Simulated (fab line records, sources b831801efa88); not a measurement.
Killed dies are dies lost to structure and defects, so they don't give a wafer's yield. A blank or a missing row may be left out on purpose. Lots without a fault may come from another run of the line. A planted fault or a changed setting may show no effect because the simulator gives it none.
fab line records | flow sky130 | part 1 of 2: steps 1 to 26 of 35
record lots=5 wafers=15 last_day=50
route steps=708 shown METAL4@638 VIA4@639 METAL5@661
lots that met no fault: from a run of the same line without faults
start_h: hours from the record's first day to the start of the lot's first wafer shown | wait_h: hours since the lot's step before | " the same as in the row above | L1.1+2: a row that stands for several wafers | - no value, or no start given | * or withheld: withheld | < > ~ a bound
route shown NAME@n: a module of which the file shows steps, and the number in the route of the first | usual: mean/standard deviation of fault-free wafers | same: alike in all rows | chamber/n: place in a boat | sites: the reading at each site | _std_site: their standard deviation | _edge_site: outer sites' mean less inner sites' | radius_mm: how far each site lies from the wafer's centre | mask NAME#n: copy n | behind: the tool/chamber that last shaped the wafer | hold: why the lot was held/for how many hours/how that ended | device: the transistor (n, p or np) that didn't switch | end of line: the same wafers' tests at the end of the route | a step without rows: its recipe alone | killed: dies lost to structure and defects at the first sort, not the wafer's yield | map: a wafer's dies, x killed, . not, _ none there
set.NAME: the setting as run; set.NAME@STEP: as run at that earlier step | model.NAME: the simulator's own value behind a step, which no gauge read
lots at some steps of the route; a table a step, a row a wafer
services: from which hour (start_h, from the record's first day; less than 0 if before it) a tool's chamber was out of use, for how many hours, and why
## steps
# step SKY_METAL4_CLEAN_22
# recipe chemistry=O3/DIW dry=n2_spin
# columns lot.wafer tool chamber start_h wait_h
L080.1+2+6 wet_bench-01 0 1032.29 0.0
L079.3+4+5 wet_bench-04 0 1032.45 0.0
L088.1+4+5 wet_bench-04 3 1080.60 0.0
L091.3+4+6 wet_bench-01 0 1099.63 0.0
L095.1+5+6 wet_bench-03 1 1120.71 0.0
# step SKY_VIA4_HDPCVD_00
# recipe material=SiO2 target_thk_nm=1750 sigma_open_frac=0.3 time_s=291.7 temp_c=400 sih4_flow_sccm=60 pressure_mtorr=6
# columns lot.wafer tool chamber start_h wait_h
L080.1+2+6 hdpcvd-01 2,1,0 1032.38 0.0
L079.3+4+5 hdpcvd-02 2,0,2 1032.54 0.0
L088.1+4+5 hdpcvd-01 2,0,1 1080.69 0.0
L091.3+4+6 hdpcvd-01 1,2,0 1099.72 0.0
L095.1+5+6 hdpcvd-01 0,0,1 1120.80 0.0
# step SKY_VIA4_THK_MEAS_01
# recipe reads=SiO2_of_VIA4_HDPCVD_00
# usual VIA4_HDPCVD_THK=1748/24
# columns lot.wafer tool chamber start_h wait_h VIA4_HDPCVD_THK[nm]
L080.1 film_metro-02 - 1032.56 0.1 1727
L080.2 " - " " 1719
L080.6 " - " " 1722
L079.3 film_metro-04 - 1032.97 0.3 1792
L079.4 " - " " 1766
L079.5 " - " " 1784
L088.1 film_metro-02 - 1080.87 0.1 1723
L088.4 " - " " 1729
L088.5 " - " " 1719
L091.3 film_metro-02 - 1099.92 0.1 1757
L091.4 " - " " 1745
L091.6 " - " " 1762
L095.1 film_metro-02 - 1120.98 0.1 1748
L095.5 " - " " 1738
L095.6 " - " " 1738
# step SKY_VIA4_CMP_02
# recipe material=SiO2 down_force_psi=4 platen_rpm=60 pad_velocity_m_s=0.94248
# usual head_pressure_psi=4.001/0.0089 motor_current_A=12.1/1.1 slurry_filter_dp_kPa=13.49/0.15 slurry_flow_ml_min=149.9/0.5
# columns lot.wafer tool chamber start_h wait_h head_pressure_psi motor_current_A slurry_filter_dp_kPa slurry_flow_ml_min
L080.1 cmp-01 1 1032.62 0.1 3.999 11.8 13.56 149.7
L080.2 " 3 " " 3.985 13.3 13.27 149.3
L080.6 " 1 " " 4.005 12.0 13.34 149.3
L079.3 cmp-01 3 1033.30 0.3 3.999 13.3 13.61 148.5
L079.4 " 1 " " 4.015 11.9 13.55 150.6
L079.5 " 2 " " 3.995 12.9 13.44 149.5
L088.1 cmp-02 0 1081.09 0.2 4.006 13.5 13.18 149.7
L088.4 " 1 " " 3.999 12.2 13.47 150.2
L088.5 " 3 " " 3.999 13.3 13.59 148.8
L091.4 cmp-01 0 1100.03 0.1 3.997 10.4 13.67 150.2
L091.3 " 2 " " 4.004 12.2 13.59 149.6
L091.6 " 1 " " 4.003 11.2 13.63 149.9
L095.1 cmp-01 3 1121.14 0.1 4.012 13.3 13.01 149.5
L095.6 " 1 " " 4.007 11.8 13.43 148.9
L095.5 " 2 " " 4.007 12.2 13.50 149.4
# step SKY_VIA4_BOW_MEAS_03
# recipe mode=bow
# usual VIA4_BOW=79/8.4
# columns lot.wafer tool chamber start_h wait_h VIA4_BOW[um]
L080.1 film_metro-01 - 1032.97 0.3 77
L080.2 " - " " 69
L080.6 " - " " 70
L079.3 film_metro-01 - 1033.59 0.2 87
L079.4 " - " " 79
L079.5 " - " " 73
L088.1 film_metro-01 - 1081.29 0.1 85
L088.4 " - " " 89
L088.5 " - " " 81
L091.3 film_metro-02 - 1100.37 0.2 84
L091.4 " - " " 76
L091.6 " - " " 75
L095.1 film_metro-02 - 1121.34 0.1 73
L095.5 " - " " 76
L095.6 " - " " 79
# step SKY_VIA4_DEHYDRATE_04
# recipe temp_c=200 time_s=60
# usual chill_plate_temp_C=22.99/0.11
# columns lot.wafer tool chamber start_h wait_h chill_plate_temp_C
L080.1 litho_track-04 0 1043.17 10.2 22.85
L080.2 " 0 " " 22.96
L080.6 " 0 " " 22.86
L079.3 litho_track-02 0 1043.47 9.9 22.69
L079.4 " 0 " " 22.88
L079.5 " 0 " " 22.75
L088.1 litho_track-01 0 1091.41 10.1 23.10
L088.4 " 0 " " 23.06
L088.5 " 0 " " 23.10
L091.3 litho_track-01 0 1108.71 8.3 22.84
L091.4 " 0 " " 23.01
L091.6 " 0 " " 22.91
L095.1 litho_track-01 0 1129.51 8.2 23.05
L095.5 " 0 " " 22.96
L095.6 " 0 " " 22.99
# step SKY_VIA4_HMDS_05
# recipe prime_time_s=60 prime_temp_c=120
# usual chill_plate_temp_C=23.02/0.091
# columns lot.wafer tool chamber start_h wait_h chill_plate_temp_C
L080.1 litho_track-04 0 1043.32 0.1 22.96
L080.2 " 0 " " 23.17
L080.6 " 0 " " 23.17
L079.3 litho_track-02 0 1043.62 0.1 23.11
L079.4 " 0 " " 22.98
L079.5 " 0 " " 23.13
L088.1 litho_track-01 0 1091.56 0.1 23.04
L088.4 " 0 " " 23.15
L088.5 " 0 " " 22.90
L091.3 litho_track-01 0 1108.86 0.1 23.13
L091.4 " 0 " " 23.04
L091.6 " 0 " " 22.98
L095.1 litho_track-01 0 1129.66 0.1 23.05
L095.5 " 0 " " 23.04
L095.6 " 0 " " 22.98
# step SKY_VIA4_COAT_06
# recipe resist=NOVOLAK spin_rpm=3000 resist_thk_nm=1140
# usual chill_plate_temp_C=22.99/0.11
# columns lot.wafer tool chamber start_h wait_h chill_plate_temp_C
L080.1 litho_track-04 0 1043.47 0.1 22.94
L080.2 " 0 " " 23.06
L080.6 " 0 " " 23.03
L079.3 litho_track-02 0 1043.77 0.1 23.30
L079.4 " 0 " " 23.18
L079.5 " 0 " " 23.13
L088.1 litho_track-01 0 1091.71 0.1 22.88
L088.4 " 0 " " 22.89
L088.5 " 0 " " 22.91
L091.3 litho_track-01 0 1109.01 0.1 22.92
L091.4 " 0 " " 22.91
L091.6 " 0 " " 22.99
L095.1 litho_track-01 0 1129.81 0.1 23.12
L095.5 " 0 " " 23.11
L095.6 " 0 " " 23.02
# step SKY_VIA4_SOFTBAKE_07
# recipe temp_c=90 time_s=60 resist=NOVOLAK
# usual chill_plate_temp_C=22.99/0.12
# columns lot.wafer tool chamber start_h wait_h chill_plate_temp_C
L080.1 litho_track-04 0 1043.62 0.1 23.05
L080.2 " 0 " " 22.88
L080.6 " 0 " " 23.03
L079.3 litho_track-02 0 1043.92 0.1 22.80
L079.4 " 0 " " 23.01
L079.5 " 0 " " 22.87
L088.1 litho_track-01 0 1091.86 0.1 23.25
L088.4 " 0 " " 23.10
L088.5 " 0 " " 23.08
L091.3 litho_track-01 0 1109.16 0.1 23.00
L091.4 " 0 " " 23.05
L091.6 " 0 " " 22.86
L095.1 litho_track-01 0 1129.96 0.1 22.85
L095.5 " 0 " " 22.94
L095.6 " 0 " " 22.77
# step SKY_VIA4_EXPOSE_08
# recipe mask_id=VIM4 na=0.6 source_shape=conventional sigma_outer=0.6 polarization=unpolarized target_cd_nm=800 dose_mj=132
# columns lot.wafer tool chamber start_h wait_h mask
L080.1+2+6 iline_stepper-02 0 - - VIM4#0
L079.3+4+5 iline_stepper-02 0 - - VIM4#0
L088.1+4+5 iline_stepper-02 0 - - VIM4#0
L091.3+4+6 iline_stepper-02 0 - - VIM4#0
L095.1+5+6 iline_stepper-01 0 - - VIM4#0
# step SKY_VIA4_PEB_09
# recipe temp_c=withheld time_s=* resist=NOVOLAK
# usual chill_plate_temp_C=*
# columns lot.wafer tool chamber start_h wait_h chill_plate_temp_C
L080.1 litho_track-01 0 - - *
L080.2 " 0 " " *
L080.6 " 0 " " *
L079.3 litho_track-04 0 - - *
L079.4 " 0 " " *
L079.5 " 0 " " *
L088.1 litho_track-02 0 - - *
L088.4 " 0 " " *
L088.5 " 0 " " *
L091.3 litho_track-01 0 - - *
L091.4 " 0 " " *
L091.6 " 0 " " *
L095.1 litho_track-02 0 - - *
L095.5 " 0 " " *
L095.6 " 0 " " *
# step SKY_VIA4_DEVELOP_10
# recipe resist=NOVOLAK developer=TMAH develop_time_s=60 dev_temp_c=23
# usual chill_plate_temp_C=23.00/0.095
# columns lot.wafer tool chamber start_h wait_h chill_plate_temp_C
L080.1 litho_track-01 0 1054.71 0.1 23.00
L080.2 " 0 " " 22.93
L080.6 " 0 " " 22.93
L079.3 litho_track-04 0 1054.82 0.1 23.00
L079.4 " 0 " " 23.02
L079.5 " 0 " " 22.98
L088.1 litho_track-02 0 1101.72 0.1 23.19
L088.4 " 0 " " 22.96
L088.5 " 0 " " 23.09
L091.3 litho_track-01 0 1120.21 0.1 23.09
L091.4 " 0 " " 22.98
L091.6 " 0 " " 23.21
L095.1 litho_track-02 0 1140.57 0.1 23.05
L095.5 " 0 " " 22.92
L095.6 " 0 " " 22.99
# step SKY_VIA4_OVL_MEAS_11
# usual VIA4_OVL=0.7/1.4
# columns lot.wafer tool chamber start_h wait_h VIA4_OVL[nm]
L080.1 overlay-02 - 1054.86 0.1 2.1
L080.2 " - " " 0.3
L080.6 " - " " 2.6
L079.3 overlay-01 - 1054.94 0.1 3.0
L079.4 " - " " 2.8
L079.5 " - " " 0.2
L088.1 overlay-02 - 1101.87 0.1 2.2
L088.4 " - " " 2.7
L088.5 " - " " 2.3
L091.3 overlay-02 - 1120.32 0.1 -1.6
L091.4 " - " " 1.3
L091.6 " - " " 0.1
L095.1 overlay-01 - 1140.72 0.1 -1.7
L095.5 " - " " -0.5
L095.6 " - " " -0.1
# step SKY_VIA4_ETCH_12
# recipe target=SiO2 chemistry=C4F8/O2/Ar stop_on=TiN mask_material=NOVOLAK source_w=1500 bias_w=1200 pressure_mtorr=40 c4f8_flow_sccm=withheld O2_flow_sccm=6 Ar_flow_sccm=300 time_s=withheld target_depth_a=5800
# usual oes_product_au=0.927/0.0046
# columns lot.wafer tool chamber start_h wait_h oes_product_au
L080.1 rie_diel-03 2 1054.90 0.0 0.926
L080.2 " 0 " " 0.924
L080.6 " 0 " " 0.929
L079.3 rie_diel-01 0 1054.96 0.0 0.926
L079.4 " 3 " " 0.928
L079.5 " 2 " " 0.916
L088.1 rie_diel-01 3 1101.90 0.0 0.927
L088.4 " 2 " " 0.921
L088.5 " 3 " " 0.928
L091.3 rie_diel-03 0 1120.35 0.0 0.926
L091.4 " 1 " " 0.924
L091.6 " 2 " " 0.929
L095.1 rie_diel-04 1 1140.75 0.0 0.930
L095.5 " 3 " " 0.925
L095.6 " 1 " " 0.922
# step SKY_VIA4_STRIP_13
# recipe chemistry=O2/N2 power_w=1400 pressure_mtorr=1500 platen_temp_c=withheld o2_flow_sccm=3000 n2_flow_sccm=300 overash_fraction=0.5
# usual drypump_motor_current_A=5.95/0.25 oes_product_au=0.709/0.0049 strip_time_to_endpoint_s=12.802/0.029
# columns lot.wafer tool chamber start_h wait_h drypump_motor_current_A oes_product_au rf_hours_counter_h strip_time_to_endpoint_s
L080.1 plasma_asher-03 0 1054.97 - 6.15 0.712 125 12.790
L080.2 " 1 " " 6.25 0.705 125 12.758
L080.6 " 1 " " 6.26 0.712 - 12.796
L079.3 plasma_asher-04 1 1055.07 - 5.54 0.714 - 12.838
L079.4 " 0 " " 5.96 0.709 - 12.793
L079.5 " 0 " " 5.97 0.709 - 12.786
L088.1 plasma_asher-02 0 1101.98 - 5.82 0.719 65 12.828
L088.4 " 1 " " 5.76 0.709 - 12.790
L088.5 " 1 " " 5.77 0.710 - 12.763
L091.3 plasma_asher-03 1 1120.45 - 6.26 0.714 - 12.772
L091.4 " 0 " " 6.17 0.707 - 12.830
L091.6 " 0 " " 6.19 0.714 - 12.799
L095.1 plasma_asher-02 0 1140.83 - 5.84 0.712 68 12.760
L095.5 " 1 " " 5.76 0.706 - 12.819
L095.6 " 0 " " 5.82 0.698 - 12.786
# step SKY_VIA4_STRIP_14
# recipe chemistry=post_etch_residue_remover time_s=1200 temp_c=72.5
# usual bath_guard_temp_C=72.4/0.42
# columns lot.wafer tool chamber start_h wait_h bath_guard_temp_C
L080.1 wet_bench-04 1 1055.07 0.1 72.4
L080.2 " 1 " " 72.5
L080.6 " 1 " " 72.4
L079.3 wet_bench-03 3 1055.13 0.0 72.5
L079.4 " 3 " " 72.0
L079.5 " 3 " " 71.8
L088.1 wet_bench-02 0 1102.08 0.1 72.5
L088.4 " 0 " " 72.4
L088.5 " 0 " " 71.7
L091.3 wet_bench-02 1 1120.52 0.0 72.9
L091.4 " 1 " " 72.4
L091.6 " 1 " " 72.5
L095.1 wet_bench-04 2 1140.93 0.1 72.1
L095.5 " 2 " " 72.1
L095.6 " 2 " " 72.0
# step SKY_VIA4_CLEAN_15
# recipe chemistry=IPA time_s=180 temp_c=25
# columns lot.wafer tool chamber start_h wait_h
L080.1+2+6 wet_bench-02 3 1055.41 0.0
L079.3+4+5 wet_bench-03 1 1055.47 0.0
L088.1+4+5 wet_bench-03 2 1102.42 0.0
L091.3+4+6 wet_bench-04 1 1120.86 0.0
L095.1+5+6 wet_bench-02 0 1141.33 0.0
# step SKY_VIA4_CLEAN_16
# recipe chemistry=O3/DIW dry=n2_spin
# columns lot.wafer tool chamber start_h wait_h
L080.1+2+6 wet_bench-02 3 1055.47 0.0
L079.3+4+5 wet_bench-03 2 1055.53 0.0
L088.1+4+5 wet_bench-02 0 1102.48 0.0
L091.3+4+6 wet_bench-03 2 1120.92 0.0
L095.1+5+6 wet_bench-04 3 1141.40 0.0
# step SKY_VIA4_SPUTTER_17
# recipe material=TiN target_thk_nm=20 chamber_pressure_pa=5 power_w=4000 time_s=80
# usual throttle_valve_pct=29.6/1.1
# columns lot.wafer tool chamber start_h wait_h throttle_valve_pct
L080.1 pvd_sputter-04 - 1055.56 0.0 30.5
L080.2 " - " " 28.9
L080.6 " - " " 30.5
L079.3 pvd_sputter-01 - 1055.62 0.0 31.4
L079.4 " - " " 28.6
L079.5 " - " " 29.2
L088.1 pvd_sputter-02 - 1102.57 0.0 28.0
L088.4 " - " " 30.4
L088.5 " - " " 30.6
L091.3 pvd_sputter-01 - 1121.01 0.0 28.4
L091.4 " - " " 31.3
L091.6 " - " " 28.8
L095.1 pvd_sputter-01 - 1141.50 0.0 29.2
L095.5 " - " " 31.5
L095.6 " - " " 31.3
# step SKY_VIA4_CVD_18
# recipe material=W target_thk_nm=505 time_s=152.14 temp_c=400 pressure_torr=40
# usual heater_power_w=774/53
# columns lot.wafer tool chamber start_h wait_h heater_power_w
L080.1 cvd_w-02 1 1055.62 0.0 709
L080.2 " 0 " " 807
L080.6 " 1 " " 697
L079.3 cvd_w-01 0 1055.74 0.1 844
L079.4 " 1 " " 708
L079.5 " 1 " " 744
L088.1 cvd_w-01 0 1102.64 0.0 828
L088.4 " 0 " " 834
L088.5 " 0 " " 859
L091.3 cvd_w-01 1 1121.12 0.1 733
L091.4 " 0 " " 850
L091.6 " 0 " " 840
L095.1 cvd_w-02 0 1141.57 0.0 814
L095.5 " 0 " " 824
L095.6 " 1 " " 704
# step SKY_VIA4_RS_MEAS_19
# recipe thk_meas_gauge=four-point-probe reads=W_of_VIA4_CVD_18+TiN_of_VIA4_SPUTTER_17
# usual VIA4_W_RS=0.2274/0.0029
# columns lot.wafer tool chamber start_h wait_h VIA4_W_RS[ohm/sq]
L080.1 film_metro-02 - 1055.77 0.1 0.2291
L080.2 " - " " 0.2229
L080.6 " - " " 0.2265
L079.3 film_metro-01 - 1055.88 0.1 0.2227
L079.4 " - " " 0.2293
L079.5 " - " " 0.2282
L088.1 film_metro-01 - 1102.79 0.1 0.2264
L088.4 " - " " 0.2299
L088.5 " - " " 0.2302
L091.3 film_metro-01 - 1121.26 0.1 0.2278
L091.4 " - " " 0.2295
L091.6 " - " " 0.2297
L095.1 film_metro-01 - 1141.72 0.1 0.2249
L095.5 " - " " 0.2279
L095.6 " - " " 0.2301
# step SKY_VIA4_THK_MEAS_20
# recipe thk_meas_gauge=xrf reads=W_of_VIA4_CVD_18
# usual VIA4_W_THK=514/8.5
# columns lot.wafer tool chamber start_h wait_h VIA4_W_THK[nm]
L080.1 film_metro-02 - 1055.89 0.1 496
L080.2 " - " " 508
L080.6 " - " " 504
L079.3 film_metro-01 - 1055.98 0.1 533
L079.4 " - " " 514
L079.5 " - " " 521
L088.1 film_metro-01 - 1102.91 0.1 525
L088.4 " - " " 517
L088.5 " - " " 515
L091.3 film_metro-01 - 1121.36 0.1 520
L091.4 " - " " 514
L091.6 " - " " 515
L095.1 film_metro-01 - 1141.84 0.1 525
L095.5 " - " " 520
L095.6 " - " " 517
# step SKY_VIA4_CMP_21
# recipe stop_on=SiO2 t_overpolish_s=25 down_force_psi=3.5 platen_rpm=60 target_thk_nm=0 pad_velocity_m_s=0.94248
# usual head_pressure_psi=3.500/0.0077 motor_current_A=11.5/0.81 overpolish_run_s=24.999/0.0091 slurry_filter_dp_kPa=13.50/0.13 slurry_flow_ml_min=150.0/0.45 time_to_endpoint_s=124/4.3
# columns lot.wafer tool chamber start_h wait_h head_pressure_psi motor_current_A overpolish_run_s slurry_filter_dp_kPa slurry_flow_ml_min time_to_endpoint_s
L080.1 cmp-01 2 1055.95 0.1 3.494 11.1 25.006 13.13 150.1 124
L080.2 " 1 " " 3.502 10.2 24.982 13.53 150.2 127
L080.6 " 3 " " 3.483 12.2 25.006 13.31 150.0 127
L079.4 cmp-02 0 1056.02 0.0 3.500 11.6 25.006 13.40 149.5 118
L079.3 " 2 " " 3.504 10.5 25.004 13.54 150.4 130
L079.5 " 1 " " 3.504 11.4 24.998 13.58 149.8 122
L088.4 cmp-01 2 1103.16 0.2 3.507 11.4 24.999 13.50 150.0 121
L088.1 " 0 " " 3.493 9.7 24.988 13.29 149.8 122
L088.5 " 1 " " 3.494 9.8 24.994 13.62 150.3 118
L091.4 cmp-02 1 1121.45 0.1 3.503 11.4 24.976 13.44 149.4 125
L091.3 " 3 " " 3.494 12.1 25.003 13.57 149.9 126
L091.6 " 0 " " 3.506 12.1 24.993 13.44 150.3 120
L095.1 cmp-02 2 1141.95 0.1 3.505 10.2 24.992 13.45 149.1 127
L095.5 " 1 " " 3.509 12.6 25.001 13.44 149.5 123
L095.6 " 2 " " 3.498 10.6 25.007 13.49 149.7 124
# step SKY_METAL5_SPUTTER_00
# recipe material=Ti target_thk_nm=15 power_w=3000 time_s=10 chamber_pressure_pa=0.4
# usual throttle_valve_pct=29.4/1
# columns lot.wafer tool chamber start_h wait_h throttle_valve_pct
L080.1 pvd_sputter-03 - 1056.25 0.2 28.5
L080.2 " - " " 28.0
L080.6 " - " " 30.2
L079.3 pvd_sputter-04 - 1056.32 0.1 29.0
L079.4 " - " " 31.4
L079.5 " - " " 28.8
L088.1 pvd_sputter-04 - 1103.41 0.1 31.1
L088.4 " - " " 28.6
L088.5 " - " " 30.7
L091.3 pvd_sputter-02 - 1121.70 0.1 30.1
L091.4 " - " " 30.6
L091.6 " - " " 28.0
L095.1 pvd_sputter-03 - 1142.20 0.2 27.9
L095.5 " - " " 27.9
L095.6 " - " " 30.3
# step SKY_METAL5_SPUTTER_01
# recipe material=TiN target_thk_nm=20 power_w=6500 time_s=16.7 chamber_pressure_pa=0.4
# usual throttle_valve_pct=29.4/1
# columns lot.wafer tool chamber start_h wait_h throttle_valve_pct
L080.1 pvd_sputter-03 - 1056.28 0.0 28.4
L080.2 " - " " 28.0
L080.6 " - " " 30.1
L079.3 pvd_sputter-04 - 1056.34 0.0 29.0
L079.4 " - " " 31.3
L079.5 " - " " 29.0
L088.1 pvd_sputter-04 - 1103.43 0.0 30.4
L088.4 " - " " 28.9
L088.5 " - " " 30.4
L091.3 pvd_sputter-02 - 1121.73 0.0 30.1
L091.4 " - " " 30.5
L091.6 " - " " 28.0
L095.1 pvd_sputter-03 - 1142.22 0.0 28.0
L095.5 " - " " 28.0
L095.6 " - " " 30.1
# step SKY_METAL5_SPUTTER_02
# recipe material=AlCu target_thk_nm=1150 power_w=10600 time_s=61.2 chamber_pressure_pa=0.4
# usual throttle_valve_pct=29.4/1
# columns lot.wafer tool chamber start_h wait_h throttle_valve_pct
L080.1 pvd_sputter-03 - 1056.30 0.0 28.9
L080.2 " - " " 27.8
L080.6 " - " " 30.2
L079.3 pvd_sputter-04 - 1056.37 0.0 29.0
L079.4 " - " " 31.5
L079.5 " - " " 28.6
L088.1 pvd_sputter-04 - 1103.46 0.0 30.7
L088.4 " - " " 29.0
L088.5 " - " " 30.6
L091.3 pvd_sputter-02 - 1121.75 0.0 30.4
L091.4 " - " " 30.4
L091.6 " - " " 28.1
L095.1 pvd_sputter-03 - 1142.25 0.0 28.0
L095.5 " - " " 27.9
L095.6 " - " " 30.4
